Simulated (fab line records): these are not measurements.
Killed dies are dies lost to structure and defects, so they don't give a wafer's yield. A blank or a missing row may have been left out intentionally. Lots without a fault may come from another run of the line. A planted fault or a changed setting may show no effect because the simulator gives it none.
The tool behind it: which one? | flow sky130 | 13 lots, 39 wafers sampled, at 3 steps of a route of 708

## WHAT THE GAUGES SHOWED, per wafer
SKY_CONTACT_RS_MEAS_25: the measuring method here is four-point-probe.
lot  | measured     | on            | CONTACT_W_RS (ohm/sq)
L479 | day 31 12:55 | film-metro-01 | 0.337 0.337 0.332
L481 | day 32 03:29 | film-metro-03 | 0.339 0.334 0.341
L482 | day 32 13:11 | film-metro-04 | 0.338 0.336 0.345
L483 | day 32 14:11 | film-metro-04 | 0.333 0.334 0.340
L484 | day 33 15:50 | film-metro-01 | 0.340 0.329 0.338
L489 | day 35 08:58 | film-metro-01 | 0.339 0.338 0.334
L498 | day 38 00:22 | film-metro-03 | 0.335 0.330 0.339
L499 | day 38 04:31 | film-metro-03 | 0.333 0.335 0.338
L500 | day 38 05:44 | film-metro-01 | 0.331 0.343 0.341
L501 | day 38 11:14 | film-metro-04 | 0.337 0.340 0.336

## TOOL THAT RAN EACH LOT (tool first, then ch and the chambers of the sampled wafers, then the start)
lot  | SKY_SONOS_TUNNEL_STRIP_11       | SKY_CONTACT_ETCH_17
L479 | wet-bench-01 ch 3, day 11 07:01 | rie-diel-02 ch 0,1,3, day 31 12:04
L481 | wet-bench-03 ch 0, day 11 21:58 | rie-diel-02 ch 0,3, day 32 02:36
L482 | wet-bench-03 ch 1, day 12 04:16 | rie-diel-03 ch 0,1,3, day 32 12:19
L483 | wet-bench-02 ch 0, day 12 10:00 | rie-diel-02 ch 0,2, day 32 13:16
L484 | wet-bench-02 ch 1, day 13 04:54 | rie-diel-02 ch 1,3, day 33 14:58
L489 | wet-bench-01 ch 0, day 15 02:18 | rie-diel-03 ch 0,1,2, day 35 08:07
L490 | wet-bench-02 ch 2, day 15 03:52 | -
L491 | wet-bench-03 ch 3, day 15 12:25 | -
L492 | wet-bench-03 ch 3, day 15 17:37 | -
L498 | wet-bench-01 ch 1, day 17 23:04 | rie-diel-02 ch 1,2, day 37 23:31
L499 | wet-bench-03 ch 2, day 18 05:32 | rie-diel-02 ch 1,2, day 38 03:30
L500 | wet-bench-02 ch 3, day 18 07:52 | rie-diel-02 ch 1,2, day 38 04:48
L501 | wet-bench-02 ch 3, day 18 14:52 | rie-diel-02 ch 2,3, day 38 10:19
- SKY_SONOS_TUNNEL_STRIP_11: strips in SPM, time 600 s.
- SKY_CONTACT_ETCH_17: etches SiO2 in C4F8/O2/Ar, stops on Si3N4, target depth 340 nm.

## WHAT THE TOOLS THEMSELVES READ (means of the sampled wafers that have a number; where no wafer has one, the mark that the record gives instead)
SKY_SONOS_TUNNEL_STRIP_11.
lot  | tool         | bath-guard-temp-C (C) | bath-heat-duty-pct (%) | temp-c (C)
L479 | wet-bench-01 | 130.4                 | 16.4                   | 129.87
L481 | wet-bench-03 | 130.0                 | 14.4                   | 130.14
L482 | wet-bench-03 | 129.5                 | 14.1                   | 129.91
L483 | wet-bench-02 | 128.9                 | 18.7                   | 130.04
L484 | wet-bench-02 | 129.5                 | 14.0                   | 130.21
L489 | wet-bench-01 | 131.0                 | 17.9                   | 130.23
L490 | wet-bench-02 | -                     | -                      | -
L491 | wet-bench-03 | -                     | -                      | -
L492 | wet-bench-03 | -                     | -                      | -
L498 | wet-bench-01 | 130.2                 | 13.7                   | 129.86
L499 | wet-bench-03 | 129.3                 | 15.2                   | 129.98
L500 | wet-bench-02 | 130.2                 | 16.2                   | 130.12
L501 | wet-bench-02 | 130.1                 | 15.7                   | 130.04

SKY_CONTACT_ETCH_17.
lot  | tool        | chamber-pressure-mTorr (mTorr) | oes-product-au (a.u.)
L479 | rie-diel-02 | 40.01                          | 0.891
L481 | rie-diel-02 | 39.99                          | 0.891
L482 | rie-diel-03 | 40.00                          | 0.887
L483 | rie-diel-02 | 39.99                          | 0.889
L484 | rie-diel-02 | 40.01                          | 0.891
L489 | rie-diel-03 | 40.00                          | 0.894
L498 | rie-diel-02 | 40.04                          | 0.896
L499 | rie-diel-02 | 39.98                          | 0.891
L500 | rie-diel-02 | 40.00                          | 0.888
L501 | rie-diel-02 | 40.01                          | 0.895

## THE ANSWER, worked out from the rows above alone
Rule: what is usual is taken from the lots themselves. The widest of any qualifying gaps counts: lots, ordered by their means at a reading, are off when they make up no more than a third of the lots, leave a main group of 4 or more, and stand apart from it by 3 or more times the standard deviation of that group's means. A main group is skipped when, at the precision printed for the reading in the tables above, its means are all equal. A lot without any number at a reading at which 4 lots or more have one is off too. All remaining lots with rows at the step are treated as sound. The gauges are gone through in route order, then the tools' own readings, and for those a lot's mean is taken as printed above. At the first step where some lot is off, the reading lying furthest off is the one used; lots without a number count as furthest.
Off, at SKY_SONOS_TUNNEL_STRIP_11 on bath-guard-temp-C: L490, L491, L492. Without a number there: L490, L491, L492. Mean 129.9 C and standard deviation 0.58 in the main group.
If a tool, at that step or one of the process steps before it, ran each lot that is off and ran no sound lot following the first of them, it fits. No candidate that was tried fits.

## WHAT WAS PUT IN BY THE SIMULATOR
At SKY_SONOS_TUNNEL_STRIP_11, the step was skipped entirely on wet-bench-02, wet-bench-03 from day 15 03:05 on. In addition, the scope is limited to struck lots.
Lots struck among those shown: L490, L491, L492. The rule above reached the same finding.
